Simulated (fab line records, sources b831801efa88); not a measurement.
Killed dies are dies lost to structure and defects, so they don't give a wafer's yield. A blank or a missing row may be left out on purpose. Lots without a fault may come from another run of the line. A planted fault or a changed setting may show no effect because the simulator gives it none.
Which tool did it? | flow gf180mcu | 11 lots, 33 wafers sampled, at 3 steps of a route of 602

WHAT THE GAUGES READ, wafer by wafer
GF_TOP_METAL_RS_MEAS_05: measures by four-point-probe.
lot  | measured     | on            | TOP_METAL_ALCU_RS (ohm/sq)
L493 | day 27 12:17 | film_metro-04 | 0.0332 0.0329 0.03303
L494 | day 28 02:29 | film_metro-01 | 0.03255 0.03286 0.03282
L496 | day 28 21:26 | film_metro-04 | 0.03261 0.03297 0.03241
L498 | day 29 10:20 | film_metro-04 | 0.03272 0.03317 0.03271
L500 | day 30 11:43 | film_metro-03 | 9.7614 9.7518 9.6191
L501 | day 30 18:41 | film_metro-01 | 9.7549 9.7523 9.7088
L502 | day 30 21:44 | film_metro-03 | 9.7023 9.81 9.7736
L508 | day 32 06:58 | film_metro-01 | 0.03243 0.03255 0.03253
L511 | day 32 19:37 | film_metro-01 | 0.03316 0.03343 0.03366
L512 | day 32 22:10 | film_metro-03 | 0.03272 0.03277 0.03232
L513 | day 33 04:28 | film_metro-03 | 0.0324 0.03262 0.03237

WHICH TOOL RAN EACH LOT (tool, then ch and the chambers of the sampled wafers, then the start)
lot  | GF_M5_ETCH_09                      | GF_TOP_METAL_SPUTTER_02
L493 | rie_diel-02 ch 0,1,2, day 26 12:57 | pvd_sputter-01, day 27 12:09
L494 | rie_diel-03 ch 0,3, day 27 03:51   | pvd_sputter-03, day 28 02:22
L496 | rie_diel-03 ch 0,1,2, day 27 22:20 | pvd_sputter-03, day 28 21:20
L498 | rie_diel-02 ch 0,1,3, day 28 12:30 | pvd_sputter-03, day 29 10:15
L500 | rie_diel-02 ch 0,1,3, day 29 14:00 | pvd_sputter-02, day 30 11:37
L501 | rie_diel-03 ch 1,2,3, day 29 22:02 | pvd_sputter-03, day 30 18:34
L502 | rie_diel-03 ch 1,2, day 30 00:02   | pvd_sputter-01, day 30 21:39
L508 | rie_diel-03 ch 0,1, day 31 10:47   | pvd_sputter-03, day 32 06:52
L511 | rie_diel-02 ch 0,1,2, day 32 00:11 | pvd_sputter-03, day 32 19:31
L512 | rie_diel-04 ch 0,2,3, day 32 02:45 | pvd_sputter-03, day 32 22:04
L513 | rie_diel-04 ch 0,1,2, day 32 09:06 | pvd_sputter-02, day 33 04:22
- GF_M5_ETCH_09: etches Si3N4 in CF4/O2, target depth 52 nm, time 11.6 s.
- GF_TOP_METAL_SPUTTER_02: material AlCu, target thk 900 nm, time 47.82 s.

THE ANSWER, worked out from the rows above alone
Rule: what is usual is taken from the lots themselves. Put in order of their means at a reading, lots are off if they are a third of the lots or fewer, leave a main group of 4 or more, and stand apart from it by a gap of 3 or more times the standard deviation of the main group's means; of several such gaps the widest counts. A main group whose means are all the same, to the digits that the tables above print for the reading, isn't used. A lot without any number at a reading at which 4 lots or more have one is off too. The other lots that the step has rows for count as sound.
Off: L500, L501, L502, at GF_TOP_METAL_RS_MEAS_05 (TOP_METAL_ALCU_RS). The main group: mean 0.03279 ohm/sq, standard deviation 0.0003.
A tool fits if, at a process step before that reading, it ran every lot that is off, and no sound lot after the first of them. The gauges at GF_TOP_METAL_RS_MEAS_05 are tried like those tools. None of those tried fits.

WHAT THE SIMULATOR HAD PUT IN
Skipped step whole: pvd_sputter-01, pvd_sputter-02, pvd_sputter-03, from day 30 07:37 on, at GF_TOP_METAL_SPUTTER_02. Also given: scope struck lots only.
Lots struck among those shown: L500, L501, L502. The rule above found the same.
